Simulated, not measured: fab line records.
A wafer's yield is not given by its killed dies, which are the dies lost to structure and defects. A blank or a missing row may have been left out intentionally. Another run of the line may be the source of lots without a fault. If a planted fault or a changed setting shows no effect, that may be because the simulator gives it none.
The tool behind it: which one? :: flow gf180mcu :: 12 lots with 36 wafers sampled at 4 steps, on a route of 602 steps

WHAT EACH GAUGE READ, for each wafer
GF_MVSD_OVL_MEAS_07. Usual: for MVSD_OVL the level is 0.2 nm and the standard deviation is 1.4.
lot: L107
measured: day 4 13:40
on: overlay-02
MVSD_OVL (nm): -0.4 0.6 0.7
flag: 

lot: L108
measured: day 5 06:35
on: overlay-02
MVSD_OVL (nm): -0.4 -0.3 1.1
flag: 

lot: L111
measured: day 5 13:01
on: overlay-02
MVSD_OVL (nm): -0.4 -2.6 -0.4
flag: 

lot: L112
measured: day 5 21:43
on: overlay-01
MVSD_OVL (nm): 0.4 0.9 1.7
flag: 

lot: L114
measured: day 6 07:02
on: overlay-01
MVSD_OVL (nm): 2.0 0.3 0.0
flag: 

lot: L116
measured: day 6 14:42
on: overlay-01
MVSD_OVL (nm): 0.1 0.5 1.8
flag: 

lot: L117
measured: day 6 17:23
on: overlay-01
MVSD_OVL (nm): -0.6 -0.6 -0.4
flag: 

lot: L123
measured: day 8 06:02
on: overlay-02
MVSD_OVL (nm): 1.3 2.2 1.0
flag: 

lot: L126
measured: day 8 23:35
on: overlay-02
MVSD_OVL (nm): -1.0 -1.2 -0.5
flag: 

lot: L127
measured: day 9 05:13
on: overlay-02
MVSD_OVL (nm): -1.6 1.1 -0.3
flag: 

lot: L129
measured: day 9 16:44
on: overlay-01
MVSD_OVL (nm): -0.2 0.5 0.9
flag: 

lot: L130
measured: day 9 22:14
on: overlay-02
MVSD_OVL (nm): 0.8 -0.2 0.2
flag: 

GF_MVSD_TW_MEAS_11. Usual: for MVSD_TW the level is 1576 and the standard deviation is 13.
lot: L107
measured: day 4 14:06
on: filmMetro-01
MVSD_TW: 1583 1571 1580
flag: 

lot: L108
measured: day 5 07:01
on: filmMetro-03
MVSD_TW: 1598 1583 1596
flag: 

lot: L111
measured: day 5 13:27
on: filmMetro-01
MVSD_TW: 1575 1579 1579
flag: 

lot: L112
measured: day 5 22:09
on: filmMetro-03
MVSD_TW: 1587 1591 1589
flag: 

lot: L114
measured: day 6 07:29
on: filmMetro-04
MVSD_TW: 1570 1570 1558
flag: 

lot: L116
measured: day 6 15:08
on: filmMetro-03
MVSD_TW: 1584 1587 1589
flag: 

lot: L117
measured: day 6 17:50
on: filmMetro-03
MVSD_TW: 1592 1588 1589
flag: 

lot: L123
measured: day 8 06:28
on: filmMetro-04
MVSD_TW: 1781 1771 1780
flag: OFF

lot: L126
measured: day 9 00:01
on: filmMetro-03
MVSD_TW: 1806 1815 1810
flag: OFF

lot: L127
measured: day 9 05:39
on: filmMetro-04
MVSD_TW: 1562 1559 1555
flag: 

lot: L129
measured: day 9 17:10
on: filmMetro-04
MVSD_TW: 1551 1556 1562
flag: 

lot: L130
measured: day 9 22:40
on: filmMetro-01
MVSD_TW: 1587 1595 1582
flag: 

GF_VT_IMPLANT_RS_MEAS_46: a four-point-probe measurement. Usual: for MVSD_RS the level is 456.5 ohm/sq and the standard deviation is 1.
lot: L107
measured: day 7 16:17
on: filmMetro-01
MVSD_RS (ohm/sq): 456.0 456.7 457.6
flag: 

lot: L108
measured: day 8 11:44
on: filmMetro-01
MVSD_RS (ohm/sq): 456.1 456.7 456.3
flag: 

lot: L111
measured: day 8 18:51
on: filmMetro-01
MVSD_RS (ohm/sq): 457.1 457.0 457.3
flag: 

lot: L112
measured: day 9 05:20
on: filmMetro-01
MVSD_RS (ohm/sq): 456.3 456.3 457.1
flag: 

lot: L114
measured: day 9 15:04
on: filmMetro-04
MVSD_RS (ohm/sq): 455.7 456.4 457.1
flag: 

lot: L116
measured: day 10 00:48
on: filmMetro-01
MVSD_RS (ohm/sq): 458.6 456.9 456.4
flag: 

lot: L117
measured: day 10 02:38
on: filmMetro-04
MVSD_RS (ohm/sq): 455.0 455.5 455.6
flag: 

lot: L123
measured: day 11 23:01
on: filmMetro-01
MVSD_RS (ohm/sq): 369.7 368.3 368.9
flag: OFF

lot: L126
measured: day 12 19:06
on: filmMetro-01
MVSD_RS (ohm/sq): 370.3 370.2 369.7
flag: OFF

lot: L127
measured: day 13 01:53
on: filmMetro-03
MVSD_RS (ohm/sq): 455.7 454.8 455.0
flag: 

lot: L129
measured: day 13 15:31
on: filmMetro-01
MVSD_RS (ohm/sq): 456.6 457.9 457.0
flag: 

lot: L130
measured: day 13 20:58
on: filmMetro-01
MVSD_RS (ohm/sq): 458.0 457.6 457.8
flag: 

WHAT TOOL EACH LOT RAN ON (gives the tool, then ch and the chambers of the sampled wafers, and finally the start)
lot: L107
GF_MVSD_IMPLANT_08: implanter-01 ch 0, day 4 13:42

lot: L108
GF_MVSD_IMPLANT_08: implanter-02 ch 0, day 5 06:37

lot: L111
GF_MVSD_IMPLANT_08: implanter-02 ch 0, day 5 13:03

lot: L112
GF_MVSD_IMPLANT_08: implanter-01 ch 0, day 5 21:45

lot: L114
GF_MVSD_IMPLANT_08: implanter-01 ch 0, day 6 07:07

lot: L116
GF_MVSD_IMPLANT_08: implanter-01 ch 0, day 6 14:44

lot: L117
GF_MVSD_IMPLANT_08: implanter-01 ch 0, day 6 17:27

lot: L123
GF_MVSD_IMPLANT_08: implanter-01 ch 0, day 8 06:05

lot: L126
GF_MVSD_IMPLANT_08: implanter-01 ch 0, day 8 23:37

lot: L127
GF_MVSD_IMPLANT_08: implanter-03 ch 0, day 9 05:15

lot: L129
GF_MVSD_IMPLANT_08: implanter-02 ch 0, day 9 16:46

lot: L130
GF_MVSD_IMPLANT_08: implanter-02 ch 0, day 9 22:16
- GF_MVSD_IMPLANT_08

WHAT THE TOOLS THEMSELVES READ (means of the sampled wafers that have a number; where no wafer has one, the mark that the record gives instead)
GF_MVSD_IMPLANT_08. Usual: beamOnS 10.00 s, standard deviation 0.2; doseIonsCm2 1.5998e+13, standard deviation 1.5e+10; faradayCurrentUA 90.2, standard deviation 1.8.
lot: L107
tool: implanter-01
beamOnS (s): 10.02
doseIonsCm2: 1.5984e+13
faradayCurrentUA: 90.3
flag: 

lot: L108
tool: implanter-02
beamOnS (s): 10.32
doseIonsCm2: 1.5992e+13
faradayCurrentUA: 87.2
flag: 

lot: L111
tool: implanter-02
beamOnS (s): 9.96
doseIonsCm2: 1.5988e+13
faradayCurrentUA: 90.7
flag: 

lot: L112
tool: implanter-01
beamOnS (s): 9.80
doseIonsCm2: 1.6007e+13
faradayCurrentUA: 92.0
flag: 

lot: L114
tool: implanter-01
beamOnS (s): 9.94
doseIonsCm2: 1.5992e+13
faradayCurrentUA: 90.9
flag: 

lot: L116
tool: implanter-01
beamOnS (s): 10.11
doseIonsCm2: 1.5991e+13
faradayCurrentUA: 89.1
flag: 

lot: L117
tool: implanter-01
beamOnS (s): 9.91
doseIonsCm2: 1.6000e+13
faradayCurrentUA: 90.9
flag: 

lot: L123
tool: implanter-01
beamOnS (s): 10.14
doseIonsCm2: 2.5233e+13
faradayCurrentUA: 140.5
flag: OFF

lot: L126
tool: implanter-01
beamOnS (s): 9.87
doseIonsCm2: 2.5246e+13
faradayCurrentUA: 143.9
flag: OFF

lot: L127
tool: implanter-03
beamOnS (s): 10.00
doseIonsCm2: 1.5991e+13
faradayCurrentUA: 89.9
flag: 

lot: L129
tool: implanter-02
beamOnS (s): 9.98
doseIonsCm2: 1.5981e+13
faradayCurrentUA: 90.3
flag: 

lot: L130
tool: implanter-02
beamOnS (s): 9.97
doseIonsCm2: 1.5999e+13
faradayCurrentUA: 90.7
flag: 

THE ANSWER, worked out from the rows above alone
Rule: take the mean of a lot's wafers that have a number; if it is more than 3 standard deviations from the usual mean, the lot is off. A lot without any number at a reading at which 4 lots or more have one is off too. Where the step has rows for the other lots, those lots are counted as sound. The gauges are gone through in route order, then the tools' own readings, and for those a lot's mean is taken as printed above. At the first step where some lot is off, the reading lying furthest off is the one used; lots without a number count as furthest.
Off: L123, L126, at GF_MVSD_TW_MEAS_11 (MVSD_TW).
A tool fits if, at a process step before that reading, it ran every lot that is off, and no sound lot after the first of them. Not tried: the gauges at GF_MVSD_TW_MEAS_11; whatever is off there is also off at GF_VT_IMPLANT_RS_MEAS_46, on other tools, and gauge error can't account for it. One candidate fits, namely implanter-01 at GF_MVSD_IMPLANT_08. Its last sound lot is L117 (day 6 17:27), its first lot that is off L123 (day 8 06:05): a fault that began between those two fits.
The tool's own readings at GF_MVSD_IMPLANT_08 bear it out: on the lots that are off they differ by more than 5 times the standard deviation of the sound lots' means. doseIonsCm2 reads 2.5240e+13 there against 1.5992e+13 on the sound lots; faradayCurrentUA reads 142.2 there against 90.2 on the sound lots.

WHAT WAS PUT IN BY THE SIMULATOR
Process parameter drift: implanter-01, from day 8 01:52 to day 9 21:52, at GF_MVSD_IMPLANT_08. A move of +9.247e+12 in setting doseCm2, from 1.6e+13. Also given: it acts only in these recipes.
Lots struck among those shown: L123, L126. Same finding as the rule above.
